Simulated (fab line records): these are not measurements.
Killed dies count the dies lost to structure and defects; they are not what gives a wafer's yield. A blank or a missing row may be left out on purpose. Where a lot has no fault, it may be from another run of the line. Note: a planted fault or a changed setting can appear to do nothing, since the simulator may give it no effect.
fab line records    flow gf180mcu    part 1 of 2: steps 1 to 25 of 35
[record] lots = 5  wafers = 15  last-day = 33
route steps=602 shown POLY_GATE@157 HV_LDD@176
lots that met no fault: from a run of the same line without faults
start-h: start of the lot's first displayed wafer, in hours after the record's first day    wait-h: hours from the lot's prior step to this one    " unchanged from the row above    L1.1+2: one row covering several wafers at once    - value missing, or start not given    * or withheld: withheld    < > ~ a bound
route shown NAME@n: NAME is a module with steps in the file, n the number in the route of the first one    usual: mean/standard deviation of fault-free wafers    same: alike in all rows    chamber/n: place in a boat    sites: readings site by site    _std_site: their standard deviation    _edge_site: outer sites' mean less inner sites'    radius-mm: how far each site lies from the wafer's centre    mask NAME#n: copy n    behind: the last tool/chamber to shape the wafer    hold: cause of the lot's hold/its duration in hours/its outcome    device: the n, p or np transistor that did not switch    end of line: the route-end tests of the same wafers    a step given without rows: its recipe and nothing more    killed: the dies lost at the first sort to structure and to defects; this is not the yield of the wafer    map: a wafer's dies, x killed, . not, _ none there
set.NAME: the setting the step ran with; set.NAME@STEP: the setting that earlier step ran with    model.NAME: the simulator's own value behind a step, which no gauge read
certain route steps with their lots: each step a table, each wafer a row
services: from which hour (start-h, from the record's first day; less than 0 if before it) a tool's chamber was out of use, for how many hours, and why
[[steps]]
[step GF_POLY_GATE_CVD_00]
[recipe] material = poly-Si  target-thk-nm = 200  temp-c = 620  time-s = 1200  pressure-mtorr = 200
lot.wafer   tool      chamber  start-h  wait-h
L078.3+4+6  lpcvd-02  1        206.98   0.0
L079.3+4+6  lpcvd-02  0        214.23   0.0
L083.1+2+5  lpcvd-01  1        238.87   0.0
L089.1+3+6  lpcvd-01  0        287.65   0.0
L091.4+5+6  lpcvd-01  0        295.50   0.0
[step GF_POLY_GATE_THK_MEAS_01]
[recipe] reads = poly-Si_of_POLY_GATE_CVD_00
[usual] POLY_GATE_CVD_00_THK = 199.0/2
lot.wafer  tool           chamber  start-h  wait-h  POLY_GATE_CVD_00_THK[nm]
L078.3     film-metro-01  -        208.34   0.0     198.3
L078.4     "              -        "        "       201.1
L078.6     "              -        "        "       200.8
L079.3     film-metro-03  -        215.59   0.0     202.9
L079.4     "              -        "        "       202.6
L079.6     "              -        "        "       203.6
L083.1     film-metro-01  -        240.20   0.0     196.1
L083.2     "              -        "        "       197.8
L083.5     "              -        "        "       195.8
L089.1     film-metro-04  -        288.99   0.0     197.9
L089.3     "              -        "        "       198.7
L089.6     "              -        "        "       197.3
L091.4     film-metro-03  -        296.86   0.0     197.5
L091.5     "              -        "        "       198.0
L091.6     "              -        "        "       197.8
[step GF_POLY_GATE_DEHYDRATE_02]
[recipe] temp-c = 200  time-s = 60
[usual] exhaust-pa = 45.0/0.87  plate-temp-C = 199.98/0.17
lot.wafer  tool            chamber  start-h  wait-h  exhaust-pa  plate-temp-C
L078.3     litho-track-04  0        216.92   8.6     44.0        199.97
L078.4     "               0        "        "       44.1        199.90
L078.6     "               0        "        "       44.3        200.06
L079.3     litho-track-04  0        223.57   8.0     45.6        200.20
L079.4     "               0        "        "       44.3        199.80
L079.6     "               0        "        "       46.0        199.85
L083.1     litho-track-03  0        248.67   8.5     46.5        199.84
L083.2     "               0        "        "       45.8        200.05
L083.5     "               0        "        "       46.7        200.21
L089.1     litho-track-04  0        297.77   8.8     45.8        200.08
L089.3     "               0        "        "       44.5        200.16
L089.6     "               0        "        "       45.8        200.33
L091.4     litho-track-03  0        306.29   9.4     46.0        199.95
L091.5     "               0        "        "       43.9        200.20
L091.6     "               0        "        "       45.5        200.04
[step GF_POLY_GATE_HMDS_03]
[recipe] prime-time-s = 60  prime-temp-c = 120
[usual] exhaust-pa = 44.9/0.97
lot.wafer  tool            chamber  start-h  wait-h  exhaust-pa
L078.3     litho-track-04  0        217.07   0.1     44.4
L078.4     "               0        "        "       43.0
L078.6     "               0        "        "       44.1
L079.3     litho-track-04  0        223.72   0.1     44.5
L079.4     "               0        "        "       46.6
L079.6     "               0        "        "       44.9
L083.1     litho-track-03  0        248.82   0.1     45.7
L083.2     "               0        "        "       43.8
L083.5     "               0        "        "       44.0
L089.1     litho-track-04  0        297.92   0.1     44.0
L089.3     "               0        "        "       45.3
L089.6     "               0        "        "       45.2
L091.4     litho-track-03  0        306.44   0.1     45.1
L091.5     "               0        "        "       45.6
L091.6     "               0        "        "       46.0
[step GF_POLY_GATE_COAT_04]
[recipe] resist = BARC  temp-c = withheld  time-s = withheld  spin-rpm = withheld  resist-thk-nm = withheld
[usual] exhaust-pa = 44.9/0.96
lot.wafer  tool            chamber  start-h  wait-h  exhaust-pa
L078.3     litho-track-04  0        217.22   0.1     45.1
L078.4     "               0        "        "       45.0
L078.6     "               0        "        "       45.2
L079.3     litho-track-04  0        223.87   0.1     44.2
L079.4     "               0        "        "       44.2
L079.6     "               0        "        "       44.7
L083.1     litho-track-03  0        248.97   0.1     44.9
L083.2     "               0        "        "       45.2
L083.5     "               0        "        "       45.4
L089.1     litho-track-04  0        298.07   0.1     47.1
L089.3     "               0        "        "       47.2
L089.6     "               0        "        "       46.0
L091.4     litho-track-03  0        306.59   0.1     46.0
L091.5     "               0        "        "       45.7
L091.6     "               0        "        "       43.5
[step GF_POLY_GATE_COAT_05]
[recipe] resist = KrF  spin-rpm = withheld  resist-thk-nm = 700
[usual] exhaust-pa = 44.9/0.8
lot.wafer  tool            chamber  start-h  wait-h  exhaust-pa
L078.3     litho-track-04  0        -        -       44.0
L078.4     "               0        "        "       45.4
L078.6     "               0        "        "       45.3
L079.3     litho-track-04  0        -        -       45.5
L079.4     "               0        "        "       45.5
L079.6     "               0        "        "       45.9
L083.1     litho-track-03  0        -        -       44.7
L083.2     "               0        "        "       43.9
L083.5     "               0        "        "       43.3
L089.1     litho-track-04  0        -        -       44.8
L089.3     "               0        "        "       46.5
L089.6     "               0        "        "       45.9
L091.4     litho-track-03  0        -        -       44.4
L091.5     "               0        "        "       45.3
L091.6     "               0        "        "       43.9
[step GF_POLY_GATE_SOFTBAKE_06]
[recipe] temp-c = 130  time-s = 60  resist = KrF
[usual] exhaust-pa = 44.9/0.99  plate-temp-C = 130.03/0.13
lot.wafer  tool            chamber  start-h  wait-h  exhaust-pa  plate-temp-C
L078.3     litho-track-04  0        -        -       44.1        130.17
L078.4     "               0        "        "       44.5        130.25
L078.6     "               0        "        "       45.0        130.07
L079.3     litho-track-04  0        -        -       43.2        129.85
L079.4     "               0        "        "       44.4        129.82
L079.6     "               0        "        "       43.5        129.85
L083.1     litho-track-03  0        -        -       45.0        129.95
L083.2     "               0        "        "       44.4        129.95
L083.5     "               0        "        "       43.9        130.08
L089.1     litho-track-04  0        -        -       46.4        130.00
L089.3     "               0        "        "       45.8        129.91
L089.6     "               0        "        "       45.9        130.02
L091.4     litho-track-03  0        -        -       43.2        129.90
L091.5     "               0        "        "       43.7        129.91
L091.6     "               0        "        "       45.3        130.00
[step GF_POLY_GATE_EXPOSE_07]
[recipe] mask-id = Poly2  target-cd-nm = 280  na = 0.68  source-shape = conventional  sigma-outer = 0.6  dose-mj = 28
lot.wafer   tool            chamber  start-h  wait-h  mask
L078.3+4+6  krf-scanner-01  0        -        -       Poly2#0
L079.3+4+6  krf-scanner-01  0        -        -       Poly2#0
L083.1+2+5  krf-scanner-02  0        -        -       Poly2#0
L089.1+3+6  krf-scanner-01  0        -        -       Poly2#0
L091.4+5+6  krf-scanner-02  0        -        -       Poly2#0
[step GF_POLY_GATE_PEB_08]
[recipe] peb-temp-c = 135  peb-time-s = 90  resist = KrF
[usual] exhaust-pa = 45.0/0.84  plate-temp-C = 134.97/0.15
lot.wafer  tool            chamber  start-h  wait-h  exhaust-pa  plate-temp-C
L078.3     litho-track-04  0        -        -       45.8        135.11
L078.4     "               0        "        "       46.6        134.87
L078.6     "               0        "        "       46.3        134.86
L079.3     litho-track-01  0        -        -       45.3        134.73
L079.4     "               0        "        "       45.1        135.07
L079.6     "               0        "        "       44.1        134.92
L083.1     litho-track-04  0        -        -       44.5        134.94
L083.2     "               0        "        "       45.7        134.99
L083.5     "               0        "        "       43.7        134.75
L089.1     litho-track-01  0        -        -       45.4        135.03
L089.3     "               0        "        "       44.9        134.85
L089.6     "               0        "        "       45.5        134.96
L091.4     litho-track-04  0        -        -       43.8        134.99
L091.5     "               0        "        "       43.8        135.07
L091.6     "               0        "        "       45.6        135.00
[step GF_POLY_GATE_DEVELOP_09]
[recipe] develop-time-s = 60  resist = KrF  dev-temp-c = 21
[usual] exhaust-pa = 44.9/0.9
lot.wafer  tool            chamber  start-h  wait-h  exhaust-pa
L078.3     litho-track-04  0        225.82   0.1     45.2
L078.4     "               0        "        "       44.8
L078.6     "               0        "        "       44.5
L079.3     litho-track-01  0        233.26   0.1     43.9
L079.4     "               0        "        "       43.8
L079.6     "               0        "        "       43.8
L083.1     litho-track-04  0        257.87   0.2     44.2
L083.2     "               0        "        "       45.5
L083.5     "               0        "        "       44.8
L089.1     litho-track-01  0        308.11   0.2     46.0
L089.3     "               0        "        "       44.3
L089.6     "               0        "        "       44.1
L091.4     litho-track-04  0        317.69   0.1     45.0
L091.5     "               0        "        "       43.9
L091.6     "               0        "        "       44.0
[step GF_POLY_GATE_CD_MEAS_10]
[recipe] target-cd-nm = 280
[usual] cd-nm = 279.7/1.2
lot.wafer  tool       chamber  start-h  wait-h  cd-nm
L078.3     cd-sem-02  -        225.96   0.1     278.9
L078.4     "          -        "        "       278.9
L078.6     "          -        "        "       279.5
L079.3     cd-sem-02  -        233.40   0.1     280.0
L079.4     "          -        "        "       280.5
L079.6     "          -        "        "       280.6
L083.1     cd-sem-01  -        258.02   0.1     279.3
L083.2     "          -        "        "       278.2
L083.5     "          -        "        "       279.2
L089.1     cd-sem-02  -        308.26   0.1     278.6
L089.3     "          -        "        "       278.3
L089.6     "          -        "        "       279.2
L091.4     cd-sem-02  -        317.83   0.1     279.5
L091.5     "          -        "        "       278.7
L091.6     "          -        "        "       279.1
[step GF_POLY_GATE_OVL_MEAS_11]
[usual] POLY_GATE_OVL = 3/5.5
lot.wafer  tool        chamber  start-h  wait-h  POLY_GATE_OVL[nm]
L078.3     overlay-02  -        226.05   0.1     5
L078.4     "           -        "        "       5
L078.6     "           -        "        "       7
L079.3     overlay-01  -        233.49   0.1     8
L079.4     "           -        "        "       8
L079.6     "           -        "        "       11
L083.1     overlay-01  -        258.14   0.1     1
L083.2     "           -        "        "       -3
L083.5     "           -        "        "       -1
L089.1     overlay-02  -        308.38   0.1     -1
L089.3     "           -        "        "       4
L089.6     "           -        "        "       7
L091.4     overlay-01  -        317.90   0.1     6
L091.5     "           -        "        "       0
L091.6     "           -        "        "       6
[step GF_POLY_GATE_ETCH_12]
[recipe] chemistry = N2/H2  target-depth-a = withheld  overetch-a = withheld  time-s = withheld  target = BARC  ion-energy-ev = 200  source-w = 500  bias-w = 100  pressure-mtorr = 30  n2-flow-sccm = 100  h2-flow-sccm = 200
[usual] drypump-motor-current-A = 5.6/0.37  h2-flow-sccm = 199.9/0.6  oes-product-au = 0.735/0.0049  throttle-valve-pct = 13.213/0.009
lot.wafer  tool         chamber  start-h  wait-h  drypump-motor-current-A  h2-flow-sccm  oes-product-au  throttle-valve-pct
L078.3     rie-diel-02  2        226.07   0.0     5.3                      199.6         0.734           13.192
L078.4     "            0        "        "       6.0                      198.4         0.742           13.221
L078.6     "            3        "        "       4.9                      201.3         0.734           13.214
L079.3     rie-diel-04  1        233.51   0.0     5.7                      200.4         0.738           13.212
L079.4     "            1        "        "       5.7                      200.8         0.735           13.218
L079.6     "            0        "        "       5.3                      199.1         0.744           13.210
L083.1     rie-diel-01  1        258.17   0.0     5.9                      200.0         0.729           13.212
L083.2     "            0        "        "       5.5                      200.0         0.729           13.217
L083.5     "            0        "        "       5.5                      200.2         0.730           13.202
L089.1     rie-diel-01  3        308.41   0.0     6.0                      199.5         0.740           13.216
L089.3     "            1        "        "       5.9                      200.0         0.738           13.211
L089.6     "            0        "        "       5.5                      199.9         0.734           13.207
L091.4     rie-diel-01  2        317.92   0.0     5.5                      200.3         0.731           13.218
L091.5     "            0        "        "       5.5                      200.2         0.741           13.205
L091.6     "            1        "        "       5.9                      199.7         0.736           13.190
[step GF_POLY_GATE_ETCH_13]
[recipe] target = poly-Si  target-depth-nm = 198.5  stop-on = SiO2  over-etch-frac = 0.403  chemistry = HBr/Cl2  icp-w = 400  bias-w = 100  pressure-mtorr = 10  HBr_flow_sccm = 150  Cl2_flow_sccm = 50  time-s = 69.6
[usual] drypump-motor-current-A = 5.9/0.44  oes-product-au = 0.990/0.0065  throttle-valve-pct = 33.684/0.0096
lot.wafer  tool       chamber  start-h  wait-h  drypump-motor-current-A  oes-product-au  rf-hours-counter-h  throttle-valve-pct
L078.3     rie-si-02  2        226.12   -       6.6                      0.992           1                   33.703
L078.4     "          0        "        "       5.1                      0.993           49                  33.684
L078.6     "          1        "        "       5.7                      0.998           -                   33.694
L079.3     rie-si-01  1        233.56   -       5.7                      1.003           36                  33.679
L079.4     "          3        "        "       5.8                      1.000           10                  33.688
L079.6     "          3        "        "       5.8                      1.001           -                   33.684
L083.1     rie-si-02  2        258.22   -       6.6                      0.988           1                   33.664
L083.2     "          0        "        "       5.1                      0.977           50                  33.673
L083.5     "          2        "        "       6.6                      0.988           -                   33.681
L089.1     rie-si-01  2        308.46   -       5.8                      0.986           5                   33.683
L089.3     "          1        "        "       5.6                      0.991           36                  33.682
L089.6     "          0        "        "       6.5                      0.990           -                   33.697
L091.4     rie-si-01  3        317.97   -       5.8                      0.985           12                  33.693
L091.5     "          1        "        "       5.6                      0.990           -                   33.681
L091.6     "          0        "        "       6.6                      0.978           -                   33.677
[step GF_POLY_GATE_STRIP_14]
[recipe] chemistry = O2/N2  power-w = 1400  pressure-mtorr = 1500  platen-temp-c = 250  o2-flow-sccm = 3000  n2-flow-sccm = 300  overash-fraction = 0.5
[usual] drypump-motor-current-A = 5.8/0.33  heater-power-w = 322/38  oes-product-au = 0.504/0.0045
lot.wafer  tool             chamber  start-h  wait-h  drypump-motor-current-A  heater-power-w  oes-product-au  rf-hours-counter-h
L078.3     plasma-asher-02  0        226.21   0.1     6.1                      357             0.505           -
L078.4     "                1        "        "       5.6                      351             0.506           -
L078.6     "                0        "        "       6.1                      344             0.511           -
L079.3     plasma-asher-04  0        233.65   0.1     5.2                      378             0.513           -
L079.4     "                1        "        "       5.8                      301             0.505           -
L079.6     "                0        "        "       5.2                      376             0.502           -
L083.1     plasma-asher-01  0        258.28   0.0     6.0                      282             0.500           60
L083.2     "                1        "        "       6.1                      272             0.501           60
L083.5     "                0        "        "       6.0                      285             0.503           -
L089.1     plasma-asher-01  0        308.52   0.0     6.0                      274             0.506           65
L089.3     "                1        "        "       6.1                      269             0.495           -
L089.6     "                0        "        "       6.1                      281             0.509           -
L091.4     plasma-asher-04  1        318.06   0.1     5.8                      288             0.500           -
L091.5     "                1        "        "       5.8                      297             0.498           -
L091.6     "                0        "        "       5.2                      369             0.501           -
[step GF_POLY_GATE_CLEAN_15]
[recipe] chemistry = SC1/SC2  mix = 1:4:20  temp-c = 70  time-s = 150  dry = n2-spin
lot.wafer   tool          chamber  start-h  wait-h
L078.3+4+6  wet-bench-04  0        226.28   0.0
L079.3+4+6  wet-bench-04  0        233.72   0.0
L083.1+2+5  wet-bench-03  3        258.38   0.1
L089.1+3+6  wet-bench-03  1        308.62   0.1
L091.4+5+6  wet-bench-03  2        318.13   0.0
[step GF_POLY_GATE_OXIDATION_16]
[recipe] temp-c = 850  ambient = O2  stabilise-s = 600  purge-s = 300  target-thk-a = 40  ox-time-s = 899
[usual] ox-temp-c-max = 854.7/1.2
[same] purge-s = 300
lot.wafer  tool        chamber  start-h  wait-h  ox-temp-c-max
L078.3     furnace-01  0        226.33   0.0     854.1
L078.4     "           0        "        "       853.1
L078.6     "           0        "        "       853.5
L079.3     furnace-01  0        236.06   2.3     854.1
L079.4     "           0        "        "       853.8
L079.6     "           0        "        "       853.7
L083.1     furnace-02  0        258.43   0.0     857.5
L083.2     "           0        "        "       855.4
L083.5     "           0        "        "       856.7
L089.1     furnace-01  0        309.38   0.7     853.8
L089.3     "           0        "        "       853.6
L089.6     "           0        "        "       854.1
L091.4     furnace-02  0        318.18   0.0     854.5
L091.5     "           0        "        "       855.8
L091.6     "           0        "        "       854.9
[step GF_POLY_GATE_THK_MEAS_17]
[recipe] reads = SiO2_of_POLY_GATE_OXIDATION_16
[usual] POLY_GATE_OXIDATION_THK = 4.05/0.092
lot.wafer  tool           chamber  start-h  wait-h  POLY_GATE_OXIDATION_THK[nm]
L078.3     film-metro-04  -        227.60   0.0     3.97
L078.4     "              -        "        "       3.93
L078.6     "              -        "        "       4.00
L079.3     film-metro-04  -        237.33   0.0     3.88
L079.4     "              -        "        "       3.97
L079.6     "              -        "        "       4.07
L083.1     film-metro-03  -        259.68   0.0     4.04
L083.2     "              -        "        "       4.20
L083.5     "              -        "        "       4.13
L089.1     film-metro-01  -        310.63   0.0     4.16
L089.3     "              -        "        "       4.11
L089.6     "              -        "        "       4.06
L091.4     film-metro-03  -        319.46   0.0     4.10
L091.5     "              -        "        "       4.01
L091.6     "              -        "        "       4.06
[step GF_POLY_GATE_CD_MEAS_18]
[usual] cd-nm = 279.7/1.6
lot.wafer  tool       chamber  start-h  wait-h  cd-nm
L078.3     cd-sem-02  -        227.70   0.1     278.6
L078.4     "          -        "        "       277.8
L078.6     "          -        "        "       277.6
L079.3     cd-sem-02  -        237.43   0.1     279.0
L079.4     "          -        "        "       278.5
L079.6     "          -        "        "       279.5
L083.1     cd-sem-02  -        259.74   0.1     279.6
L083.2     "          -        "        "       278.4
L083.5     "          -        "        "       281.1
L089.1     cd-sem-02  -        310.69   0.1     281.5
L089.3     "          -        "        "       279.4
L089.6     "          -        "        "       279.5
L091.4     cd-sem-02  -        319.57   0.1     279.4
L091.5     "          -        "        "       279.9
L091.6     "          -        "        "       279.8
[step GF_HV_LDD_DEHYDRATE_00]
[recipe] temp-c = 200  time-s = 60
[usual] exhaust-pa = 45.1/0.69  plate-temp-C = 199.99/0.16
lot.wafer  tool            chamber  start-h  wait-h  exhaust-pa  plate-temp-C
L078.3     litho-track-02  0        236.60   8.9     45.2        200.09
L078.4     "               0        "        "       44.8        200.00
L078.6     "               0        "        "       45.6        200.14
L079.3     litho-track-03  0        245.47   8.0     45.6        200.16
L079.4     "               0        "        "       45.5        200.25
L079.6     "               0        "        "       44.9        200.22
L083.1     litho-track-04  0        269.42   9.6     45.7        199.90
L083.2     "               0        "        "       44.8        199.88
L083.5     "               0        "        "       45.6        200.03
L089.1     litho-track-03  0        320.26   9.5     44.6        200.03
L089.3     "               0        "        "       45.7        199.75
L089.6     "               0        "        "       43.8        200.26
L091.4     litho-track-04  0        329.39   9.8     45.1        200.10
L091.5     "               0        "        "       44.8        200.05
L091.6     "               0        "        "       46.0        199.85
[step GF_HV_LDD_HMDS_01]
[recipe] prime-time-s = 60  prime-temp-c = 120
[usual] exhaust-pa = 45.1/0.76
lot.wafer  tool            chamber  start-h  wait-h  exhaust-pa
L078.3     litho-track-02  0        236.75   0.1     44.8
L078.4     "               0        "        "       44.7
L078.6     "               0        "        "       44.8
L079.3     litho-track-03  0        245.62   0.1     44.6
L079.4     "               0        "        "       44.8
L079.6     "               0        "        "       45.4
L083.1     litho-track-04  0        269.57   0.1     45.7
L083.2     "               0        "        "       44.8
L083.5     "               0        "        "       45.0
L089.1     litho-track-03  0        320.41   0.1     43.8
L089.3     "               0        "        "       44.6
L089.6     "               0        "        "       44.9
L091.4     litho-track-04  0        329.54   0.1     45.5
L091.5     "               0        "        "       45.2
L091.6     "               0        "        "       45.0
[step GF_HV_LDD_COAT_02]
[recipe] resist = NOVOLAK  spin-rpm = 3000  resist-thk-nm = 1000
[usual] exhaust-pa = 45.1/0.93
lot.wafer  tool            chamber  start-h  wait-h  exhaust-pa
L078.3     litho-track-02  0        236.90   0.1     44.8
L078.4     "               0        "        "       45.4
L078.6     "               0        "        "       45.5
L079.3     litho-track-03  0        245.77   0.1     45.5
L079.4     "               0        "        "       46.4
L079.6     "               0        "        "       43.7
L083.1     litho-track-04  0        269.72   0.1     45.7
L083.2     "               0        "        "       45.3
L083.5     "               0        "        "       46.3
L089.1     litho-track-03  0        320.56   0.1     45.5
L089.3     "               0        "        "       45.9
L089.6     "               0        "        "       45.2
L091.4     litho-track-04  0        329.69   0.1     46.7
L091.5     "               0        "        "       46.8
L091.6     "               0        "        "       45.6
[step GF_HV_LDD_SOFTBAKE_03]
[recipe] temp-c = 90  time-s = 60  resist = NOVOLAK
[usual] exhaust-pa = 45.0/0.97  plate-temp-C = 89.98/0.13
lot.wafer  tool            chamber  start-h  wait-h  exhaust-pa  plate-temp-C
L078.3     litho-track-02  0        237.05   0.1     46.3        90.09
L078.4     "               0        "        "       46.6        90.12
L078.6     "               0        "        "       47.3        90.06
L079.3     litho-track-03  0        245.92   0.1     44.5        90.16
L079.4     "               0        "        "       46.2        90.07
L079.6     "               0        "        "       46.3        89.98
L083.1     litho-track-04  0        269.87   0.1     42.8        89.86
L083.2     "               0        "        "       44.9        90.05
L083.5     "               0        "        "       44.6        90.05
L089.1     litho-track-03  0        320.71   0.1     44.5        89.83
L089.3     "               0        "        "       44.4        89.89
L089.6     "               0        "        "       44.7        89.89
L091.4     litho-track-04  0        329.84   0.1     43.4        90.03
L091.5     "               0        "        "       44.7        90.00
L091.6     "               0        "        "       43.6        89.88
[step GF_HV_LDD_EXPOSE_04]
[recipe] mask-id = Nplus_LV_AREA  target-cd-nm = 400  na = 0.6  source-shape = conventional  sigma-outer = 0.6  dose-mj = 140
lot.wafer   tool              chamber  start-h  wait-h  mask
L078.3+4+6  iline-stepper-02  0        -        -       Nplus_LV_AREA#0
L079.3+4+6  iline-stepper-01  0        -        -       Nplus_LV_AREA#0
L083.1+2+5  iline-stepper-02  0        -        -       Nplus_LV_AREA#0
L089.1+3+6  iline-stepper-01  0        -        -       Nplus_LV_AREA#0
L091.4+5+6  iline-stepper-01  0        -        -       Nplus_LV_AREA#0
[step GF_HV_LDD_PEB_05]
[recipe] temp-c = withheld  time-s = *  resist = NOVOLAK
[usual] exhaust-pa = 45.0/0.9
lot.wafer  tool            chamber  start-h  wait-h  exhaust-pa
L078.3     litho-track-04  0        -        -       45.2
L078.4     "               0        "        "       44.4
L078.6     "               0        "        "       45.5
L079.3     litho-track-03  0        -        -       44.6
L079.4     "               0        "        "       45.0
L079.6     "               0        "        "       45.0
L083.1     litho-track-04  0        -        -       45.4
L083.2     "               0        "        "       45.9
L083.5     "               0        "        "       45.5
L089.1     litho-track-03  0        -        -       44.9
L089.3     "               0        "        "       44.2
L089.6     "               0        "        "       45.8
L091.4     litho-track-02  0        -        -       45.5
L091.5     "               0        "        "       43.7
L091.6     "               0        "        "       45.6
